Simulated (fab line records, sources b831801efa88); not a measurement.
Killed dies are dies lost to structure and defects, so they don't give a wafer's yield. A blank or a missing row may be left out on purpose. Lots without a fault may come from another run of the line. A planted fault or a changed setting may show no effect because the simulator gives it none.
A struck lot beside a sound one | flow sky130 | 43 steps out of a route of 708
Sound: wafers L907.1, L907.3, L907.6. Struck: wafers L911.2, L911.4, L911.6. The cause comes at the end.
At each step with rows: each side's tool, then ch and its chambers, then its first start. Under that, the readings that differ: sound wafers | struck wafers | difference of the means | sigmas: that difference in standard deviations of wafers without a fault.
alike: readings whose means differ by less than 2 such deviations, and words and numbers that are the same on both sides. not compared: withheld readings, readings that some wafer has no value for, bounds like >300 that may hide the same value, and numbers for which the record gives no deviation and whose values overlap.
The two part at a step that has a row with sigmas, a row that says differs or no value, or rows on one side only. Numbers that don't overlap but have no deviation are shown without sigmas and don't part them. A reading that every wafer of one side lacks parts them only if that side has two wafers or more.

first, 1 step without rows for these wafers: SKY_VIA4_HDPCVD_00 (deposits SiO2, target thk 1750 nm, time 291.7 s).
SKY_VIA4_THK_MEAS_01:
  sound on film_metro-02, day 42 03:26; struck on film_metro-03, day 43 09:17
  alike: VIA4_HDPCVD_THK
SKY_VIA4_CMP_02: polishes SiO2.
  sound on cmp-01 ch 0,1,2, day 42 03:32; struck on cmp-01 ch 1,2,3, day 43 09:26
  alike: motor_current_A, platen_rpm
SKY_VIA4_BOW_MEAS_03:
  sound on film_metro-02, day 42 03:47; struck on film_metro-02, day 43 09:40
  alike: VIA4_BOW
then, 7 steps without rows for these wafers: SKY_VIA4_DEHYDRATE_04 (time 60 s); SKY_VIA4_HMDS_05 (prime time 60 s); SKY_VIA4_COAT_06 (resist thk 1140 nm); SKY_VIA4_SOFTBAKE_07 (time 60 s); SKY_VIA4_EXPOSE_08 (exposes mask VIM4, target cd 800 nm); SKY_VIA4_PEB_09; SKY_VIA4_DEVELOP_10 (develop time 60 s).
SKY_VIA4_OVL_MEAS_11:
  sound on overlay-02, day 43 03:17; struck on overlay-01, day 44 08:41
  alike: VIA4_OVL
SKY_VIA4_ETCH_12: etches SiO2 in C4F8/O2/Ar, stops on TiN, target depth 580 nm.
  sound on rie_diel-03 ch 0,1,3, day 43 03:19; struck on rie_diel-03 ch 1,3, day 44 08:43
  alike: oes_product_au
then, 4 steps without rows for these wafers: SKY_VIA4_STRIP_13 (strips in O2/N2); SKY_VIA4_STRIP_14 (strips in post etch residue remover, time 1200 s); SKY_VIA4_CLEAN_15 (cleans in IPA, time 180 s); SKY_VIA4_CLEAN_16 (cleans in O3/DIW).
SKY_VIA4_SPUTTER_17: material TiN, target thk 20 nm, time 80 s.
  sound on pvd_sputter-01, day 43 04:02; struck on pvd_sputter-02, day 44 09:25
  alike: throttle_valve_pct
then, 1 step without rows for these wafers: SKY_VIA4_CVD_18 (deposits W, target thk 505 nm, time 152.14 s).
SKY_VIA4_RS_MEAS_19: measures by four-point-probe.
  sound on film_metro-02, day 43 04:16; struck on film_metro-03, day 44 09:39
  alike: VIA4_W_RS
SKY_VIA4_THK_MEAS_20: measures by xrf.
  sound on film_metro-02, day 43 04:23; struck on film_metro-03, day 44 09:46
  alike: VIA4_W_THK
then, 1 step without rows for these wafers: SKY_VIA4_CMP_21 (polishes, stops on SiO2, t overpolish 25 s, target thk 0 nm).
SKY_METAL5_SPUTTER_00: material Ti, target thk 15 nm, time 10 s.
  sound on pvd_sputter-04, day 43 04:44; struck on pvd_sputter-03, day 44 10:07
  alike: throttle_valve_pct
then, 3 steps without rows for these wafers: SKY_METAL5_SPUTTER_01 (material TiN, target thk 20 nm, time 16.7 s); SKY_METAL5_SPUTTER_02 (material AlCu, target thk 1150 nm, time 63.78 s); SKY_METAL5_SPUTTER_03 (material Ti, target thk 5 nm, time 3.3 s).
SKY_METAL5_SPUTTER_04: material TiN, target thk 70 nm, time 58.3 s.
  sound on pvd_sputter-04, day 43 04:51; struck on pvd_sputter-03, day 44 10:14
  alike: throttle_valve_pct
SKY_METAL5_RS_MEAS_05: measures by four-point-probe.
  sound on film_metro-03, day 43 04:54; struck on film_metro-02, day 44 10:17
  alike: METAL5_ALCU_RS
SKY_METAL5_THK_MEAS_06: measures by xrf.
  sound on film_metro-03, day 43 05:01; struck on film_metro-02, day 44 10:24
  alike: METAL5_ALCU_THK
then, 7 steps without rows for these wafers: SKY_METAL5_DEHYDRATE_07 (time 60 s); SKY_METAL5_HMDS_08 (prime time 60 s); SKY_METAL5_COAT_09 (resist thk 1800 nm); SKY_METAL5_SOFTBAKE_10 (time 60 s); SKY_METAL5_EXPOSE_11 (exposes mask MM5, target cd 1600 nm); SKY_METAL5_PEB_12; SKY_METAL5_DEVELOP_13 (develop time 60 s).
SKY_METAL5_DESCUM_14: chemistry O2, time 11 s.
  sound on rie_metal-03 ch 0,1, day 44 03:54; struck on rie_metal-03 ch 0,1, day 45 07:33
  alike: drypump_motor_current_A, oes_product_au
  not compared: rf_hours_counter_h
then, 5 steps without rows for these wafers: SKY_METAL5_METAL_ETCH_15 (etches the open film in Cl2/BCl3, stops on SiO2, target depth 1260 nm, time 252 s); SKY_METAL5_STRIP_16 (strips in O2/N2); SKY_METAL5_STRIP_17 (strips in post etch residue remover, time 1200 s); SKY_METAL5_CLEAN_18 (cleans in IPA, time 180 s); SKY_METAL5_CLEAN_19 (cleans in O3/DIW).
SKY_PAD_OPEN_PROBE_99:
  sound on prober-01, day 46 02:46; struck on prober-01, day 47 04:29
  reading                               | sound              | struck            | difference | sigmas
  defect_limited_yield (%)              | 81.5 85.0 85.2     | 74.4 76.2 72.2    | -9.6       | -5
  killed_at_M4_up                       | 8 5 4              | 45 43 52          | +41        | +22
  killed_dies                           | 91 74 73           | 126 117 137       | +47        | +5
  sort_bin_3_pad_short (%)              | 0.6 0.8 1.0        | 2.6 2.4 3.0       | +1.9       | +5
  sort_bin_5_function (%)               | 11.2 9.8 8.3       | 17.9 16.1 17.7    | +7.5       | +5
  sort_n_pass                           | 401 418 419        | 366 375 355       | -47        | -5
  sort_yield_pct (%)                    | 81.5 85.0 85.2     | 74.4 76.2 72.2    | -9.6       | -5
  model.etest.tester.sort_n_pass        | 401 418 419        | 366 375 355       | -47        |
  model.etest.tester.sort_yield_pct (%) | 81.5 84.96 85.16   | 74.39 76.22 72.15 | -9.62      |
  model.etest.tester.sort_bin_5_pct (%) | 11.18 9.756 8.333  | 17.89 16.06 17.68 | +7.45      |
  model.etest.tester.sort_bin_3_pct (%) | 0.6098 0.813 1.016 | 2.642 2.439 3.049 | +1.897     |
  alike: killed_at_M0_to_M3, killed_at_contacts, killed_at_front_end, killed_at_other, killed_open, killed_short, sort_bin_6_memory

WHERE THEY PART
Only at SKY_PAD_OPEN_PROBE_99, within this record.

WHY: what the simulator had put in
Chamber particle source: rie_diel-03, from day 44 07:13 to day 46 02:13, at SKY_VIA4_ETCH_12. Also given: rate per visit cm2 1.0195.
